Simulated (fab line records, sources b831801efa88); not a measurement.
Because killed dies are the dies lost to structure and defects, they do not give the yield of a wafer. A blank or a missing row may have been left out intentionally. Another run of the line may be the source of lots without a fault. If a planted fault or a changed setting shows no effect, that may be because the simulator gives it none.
Check for tools in common / flow sky130 / Sampled: 12 lots, 36 wafers

== WHY IT WAS OPENED ==
2 of 12 lots carry a flag on the reading VT_ADJUST_HVTP_TW at SKY_VT_ADJUST_HVTP_TW_MEAS_11. Fault-free wafers read 1350, with a standard deviation of 25.
Rule: a lot gets a flag if all its wafers with a number sit over 4 standard deviations from that mean, or if no wafer of it has a number. As for the other lots, they are considered sound.

lot=L769; measured=day 6 06:29; on=film_metro-04; VT_ADJUST_HVTP_TW, wafer by wafer=1340 1334 1351; flag=
lot=L770; measured=day 6 17:32; on=film_metro-02; VT_ADJUST_HVTP_TW, wafer by wafer=1353 1352 1359; flag=
lot=L772; measured=day 7 05:04; on=film_metro-04; VT_ADJUST_HVTP_TW, wafer by wafer=1341 1342 1346; flag=
lot=L773; measured=day 7 10:33; on=film_metro-04; VT_ADJUST_HVTP_TW, wafer by wafer=1334 1336 1337; flag=
lot=L774; measured=day 7 17:58; on=film_metro-01; VT_ADJUST_HVTP_TW, wafer by wafer=1390 1381 1385; flag=
lot=L775; measured=day 8 00:02; on=film_metro-04; VT_ADJUST_HVTP_TW, wafer by wafer=1328 1335 1336; flag=
lot=L776; measured=day 8 06:38; on=film_metro-04; VT_ADJUST_HVTP_TW, wafer by wafer=1341 1334 1338; flag=
lot=L778; measured=day 8 16:14; on=film_metro-01; VT_ADJUST_HVTP_TW, wafer by wafer=1396 1402 1389; flag=
lot=L781; measured=day 9 11:20; on=film_metro-01; VT_ADJUST_HVTP_TW, wafer by wafer=1166 1170 1171; flag=FLAGGED
lot=L783; measured=day 10 01:19; on=film_metro-01; VT_ADJUST_HVTP_TW, wafer by wafer=1171 1170 1174; flag=FLAGGED
lot=L790; measured=day 11 22:05; on=film_metro-04; VT_ADJUST_HVTP_TW, wafer by wafer=1326 1328 1337; flag=
lot=L791; measured=day 12 06:20; on=film_metro-04; VT_ADJUST_HVTP_TW, wafer by wafer=1339 1337 1340; flag=
The mean of the flagged lots' numbers is 1170, -180 from the usual (-7 standard deviations).

== LOT BY LOT: THE TOOL USED ==
2 process steps preceding the reading are held in the record, out of 708 steps in the route. Read each cell as the tool, then ch plus the chambers that the sampled wafers visited, then the start.
lot=L769; flag=; SKY_FIELD_ISO_CMP_27=cmp-01 ch 0,2, day 2 14:31; SKY_VT_ADJUST_HVTP_IMPLANT_09=implanter-02 ch 0, day 6 06:14
lot=L770; flag=; SKY_FIELD_ISO_CMP_27=cmp-01 ch 1,3, day 2 21:41; SKY_VT_ADJUST_HVTP_IMPLANT_09=implanter-01 ch 0, day 6 17:17
lot=L772; flag=; SKY_FIELD_ISO_CMP_27=cmp-01 ch 0,1,2, day 3 08:03; SKY_VT_ADJUST_HVTP_IMPLANT_09=implanter-01 ch 0, day 7 04:50
lot=L773; flag=; SKY_FIELD_ISO_CMP_27=cmp-01 ch 0,1,2, day 3 13:57; SKY_VT_ADJUST_HVTP_IMPLANT_09=implanter-02 ch 0, day 7 10:19
lot=L774; flag=; SKY_FIELD_ISO_CMP_27=cmp-01 ch 0,1,2, day 3 17:52; SKY_VT_ADJUST_HVTP_IMPLANT_09=implanter-02 ch 0, day 7 17:43
lot=L775; flag=; SKY_FIELD_ISO_CMP_27=cmp-02 ch 0,3, day 4 00:07; SKY_VT_ADJUST_HVTP_IMPLANT_09=implanter-02 ch 0, day 7 23:49
lot=L776; flag=; SKY_FIELD_ISO_CMP_27=cmp-02 ch 0,2,3, day 4 06:05; SKY_VT_ADJUST_HVTP_IMPLANT_09=implanter-03 ch 0, day 8 06:23
lot=L778; flag=; SKY_FIELD_ISO_CMP_27=cmp-02 ch 0,1, day 4 12:46; SKY_VT_ADJUST_HVTP_IMPLANT_09=implanter-01 ch 0, day 8 15:59
lot=L781; flag=FLAGGED; SKY_FIELD_ISO_CMP_27=cmp-02 ch 1,2,3, day 5 05:19; SKY_VT_ADJUST_HVTP_IMPLANT_09=implanter-01 ch 0, day 9 11:05
lot=L783; flag=FLAGGED; SKY_FIELD_ISO_CMP_27=cmp-01 ch 2,3, day 5 15:24; SKY_VT_ADJUST_HVTP_IMPLANT_09=implanter-01 ch 0, day 10 01:05
lot=L790; flag=; SKY_FIELD_ISO_CMP_27=cmp-01 ch 1,2, day 7 05:11; SKY_VT_ADJUST_HVTP_IMPLANT_09=implanter-02 ch 0, day 11 21:50
lot=L791; flag=; SKY_FIELD_ISO_CMP_27=cmp-01 ch 0,1,3, day 7 10:44; SKY_VT_ADJUST_HVTP_IMPLANT_09=implanter-03 ch 0, day 12 06:05
What the steps here do:
- SKY_FIELD_ISO_CMP_27: polishes, stops on Si3N4, t overpolish 16 s, target thk 457.8 nm.
- SKY_VT_ADJUST_HVTP_IMPLANT_09
- SKY_VT_ADJUST_HVTP_TW_MEAS_11

== FLAGGED OVER TOTAL, TOOL BY TOOL (the gauges that took the reading come last) ==
step=SKY_FIELD_ISO_CMP_27; tool=cmp-01; lots run=8; flagged=1; share of the flagged lots=some; sound lots run after its first flagged lot=2 (L790,L791)
step=SKY_FIELD_ISO_CMP_27; tool=cmp-02; lots run=4; flagged=1; share of the flagged lots=some; sound lots run after its first flagged lot=0
step=SKY_VT_ADJUST_HVTP_IMPLANT_09; tool=implanter-01; lots run=5; flagged=2; share of the flagged lots=all; sound lots run after its first flagged lot=0
step=SKY_VT_ADJUST_HVTP_IMPLANT_09; tool=implanter-02; lots run=5; flagged=0; share of the flagged lots=none; sound lots run after its first flagged lot=-
step=SKY_VT_ADJUST_HVTP_IMPLANT_09; tool=implanter-03; lots run=2; flagged=0; share of the flagged lots=none; sound lots run after its first flagged lot=-
step=SKY_VT_ADJUST_HVTP_TW_MEAS_11; tool=film_metro-01; lots run=4; flagged=2; share of the flagged lots=all; sound lots run after its first flagged lot=0
step=SKY_VT_ADJUST_HVTP_TW_MEAS_11; tool=film_metro-02; lots run=1; flagged=0; share of the flagged lots=none; sound lots run after its first flagged lot=-
step=SKY_VT_ADJUST_HVTP_TW_MEAS_11; tool=film_metro-04; lots run=7; flagged=0; share of the flagged lots=none; sound lots run after its first flagged lot=-

== WHAT IS ALLOWED BY THE TABLE ==
Table rows that saw every flagged lot: 2, namely implanter-01 at SKY_VT_ADJUST_HVTP_IMPLANT_09 and film_metro-01 at SKY_VT_ADJUST_HVTP_TW_MEAS_11.
- implanter-01 at SKY_VT_ADJUST_HVTP_IMPLANT_09: 2 of its 5 lots flagged. Its last sound lot is L778 (day 8 15:59), its first flagged lot L781 (day 9 11:05): a fault that began between those two fits. Its own readings lie more than 4 standard deviations out on every wafer of the flagged lots: dose_ions_cm2, faraday_current_uA.
- film_metro-01 at SKY_VT_ADJUST_HVTP_TW_MEAS_11: 2 of its 4 lots flagged. Its last sound lot is L778 (day 8 16:14), its first flagged lot L781 (day 9 11:20): a fault that began between those two fits.
A lot count leaves these 2 tools indistinguishable: every one of them fits a fault beginning at some hour. More lots, or a look at what each step does to the wafer, might.

== WHAT THE SIMULATOR HAD INSERTED ==
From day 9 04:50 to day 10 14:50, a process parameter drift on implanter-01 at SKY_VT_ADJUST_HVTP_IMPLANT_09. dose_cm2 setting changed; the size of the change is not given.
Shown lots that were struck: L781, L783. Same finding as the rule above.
